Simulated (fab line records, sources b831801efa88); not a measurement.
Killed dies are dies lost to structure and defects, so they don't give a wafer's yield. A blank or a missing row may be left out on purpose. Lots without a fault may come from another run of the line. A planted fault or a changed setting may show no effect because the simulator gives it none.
A struck lot beside a sound one | flow gf180mcu | 32 steps out of a route of 602
Sound: wafers L354.1, L354.4, L354.6. Struck: wafers L371.3, L371.5. (L371.2 of the same lot was not struck and is left out.) The cause comes at the end.
At each step with rows: each side's tool, then ch and its chambers, then its first start. Under that, the readings that differ: sound wafers | struck wafers | difference of the means | sigmas: that difference in standard deviations of wafers without a fault.
alike: readings whose means differ by less than 2 such deviations, and words and numbers that are the same on both sides. not compared: withheld readings, readings that some wafer has no value for, bounds like >300 that may hide the same value, and numbers for which the record gives no deviation and whose values overlap.
The two part at a step that has a row with sigmas, a row that says differs or no value, or rows on one side only. Numbers that don't overlap but have no deviation are shown without sigmas and don't part them. A reading that every wafer of one side lacks parts them only if that side has two wafers or more.

first, 5 steps without rows for these wafers: GF_SAB_ETCH_11 (etches SiO2 in C4F8/O2/Ar, target depth 55 nm, time 8.5 s); GF_SAB_WET_ETCH_12 (etches SiO2 in dHF, target depth 22 nm, time 440 s); GF_SAB_STRIP_13 (strips in O2/N2); GF_SALICIDE_CLEAN_00 (cleans in SC1/SC2, time 150 s); GF_SALICIDE_WET_ETCH_01 (etches SiO2 in dHF, target depth 5 nm, time 100 s).
GF_SALICIDE_SPUTTER_02: material Co, target thk 10 nm, time 20 s.
  sound on pvd_sputter-03, day 14 23:28; struck on pvd_sputter-01, day 21 03:59
  alike: throttle_valve_pct
GF_SALICIDE_SPUTTER_03: material TiN, target thk 20 nm, time 16.7 s.
  sound on pvd_sputter-03, day 14 23:29; struck on pvd_sputter-01, day 21 04:01
  alike: throttle_valve_pct
GF_SALICIDE_RS_MEAS_04: measures by four-point-probe.
  sound on film_metro-03, day 14 23:31; struck on film_metro-03, day 21 04:04
  alike: SALICIDE_TIN_RS
GF_SALICIDE_THK_MEAS_05: measures by xrf.
  sound on film_metro-03, day 14 23:38; struck on film_metro-03, day 21 04:10
  alike: SALICIDE_TIN_THK
then, 3 steps without rows for these wafers: GF_SALICIDE_RTA_06 (time 30 s); GF_SALICIDE_WET_ETCH_07 (etches the open film in SPM, target depth 120 nm); GF_SALICIDE_RTA_08 (time 30 s).
GF_CONTACT_CVD_00: deposits SiO2, target thk 300 nm, time 50 s.
  sound on hdpcvd-01 ch 0,1,2, day 14 23:59; struck on hdpcvd-01 ch 0,2, day 21 04:31
GF_CONTACT_THK_MEAS_01:
  sound on film_metro-01, day 15 00:02; struck on film_metro-03, day 21 04:35
  reading                 | sound       | struck  | difference | sigmas
  CONTACT_CVD_00_THK (nm) | 301 298 296 | 240 236 | -60        | -18
GF_CONTACT_CVD_02: deposits SiO2 from TEOS, target thk 860 nm, time 95.992 s.
  sound on pecvd-03 ch 1,2, day 15 00:05; struck on pecvd-03 ch 0,1, day 21 04:38
  alike: heater_power_w
  not compared: since_wet_clean_h
GF_CONTACT_THK_MEAS_03:
  sound on film_metro-01, day 15 00:10; struck on film_metro-01, day 21 04:43
  alike: CONTACT_CVD_02_THK
then, 1 step without rows for these wafers: GF_CONTACT_CMP_04 (polishes SiO2).
GF_CONTACT_BOW_MEAS_05:
  sound on film_metro-02, day 15 00:31; struck on film_metro-01, day 21 05:05
  alike: CONTACT_BOW
then, 8 steps without rows for these wafers: GF_CONTACT_DEHYDRATE_06 (time 60 s); GF_CONTACT_HMDS_07 (prime time 60 s); GF_CONTACT_COAT_08; GF_CONTACT_COAT_09 (resist thk 1000 nm); GF_CONTACT_SOFTBAKE_10 (time 60 s); GF_CONTACT_EXPOSE_11 (exposes mask Contact, target cd 220 nm); GF_CONTACT_PEB_12 (peb time 90 s); GF_CONTACT_DEVELOP_13 (develop time 60 s).
GF_CONTACT_CD_MEAS_14: target cd 220 nm.
  sound on cd_sem-01, day 15 22:00; struck on cd_sem-01, day 22 04:52
  alike: cd_nm
GF_CONTACT_OVL_MEAS_15:
  sound on overlay-01, day 15 22:07; struck on overlay-01, day 22 04:58
  alike: CONTACT_OVL
GF_CONTACT_ETCH_16: etches BARC in N2/H2.
  sound on rie_diel-03 ch 0,1, day 15 22:10; struck on rie_diel-02 ch 0,3, day 22 05:00
  alike: bias_w, drypump_motor_current_A, oes_product_au, throttle_valve_pct
GF_CONTACT_ETCH_17: etches SiO2 in C4F8/O2/Ar, stops on CoSi2, target depth 860 nm.
  sound on rie_diel-03 ch 0,1; struck on rie_diel-02 ch 0,3
  reading               | sound             | struck      | difference | sigmas
  oes_product_au (a.u.) | 0.816 0.817 0.817 | 0.782 0.791 | -0.030     | -6
  alike: bias_w
GF_CONTACT_STRIP_18: strips in O2/N2.
  sound on plasma_asher-02 ch 0,1, day 15 22:19; struck on plasma_asher-04 ch 0, day 22 05:10
  alike: drypump_motor_current_A, heater_power_w, oes_product_au
  not compared: rf_hours_counter_h
-- the record jumps here: 11 days lie between the struck wafers' starts before and after (it left off in module CONTACT and takes up again in module PASSIVATION, whose first step shown is number 602 of the route) --
GF_PASSIVATION_PROBE_99:
  the record has rows for the struck wafers here (prober-01, day 33 16:01) and none for the sound ones

WHERE THEY PART
First at GF_CONTACT_THK_MEAS_01; last, within this record, at GF_PASSIVATION_PROBE_99.

WHY: what the simulator had put in
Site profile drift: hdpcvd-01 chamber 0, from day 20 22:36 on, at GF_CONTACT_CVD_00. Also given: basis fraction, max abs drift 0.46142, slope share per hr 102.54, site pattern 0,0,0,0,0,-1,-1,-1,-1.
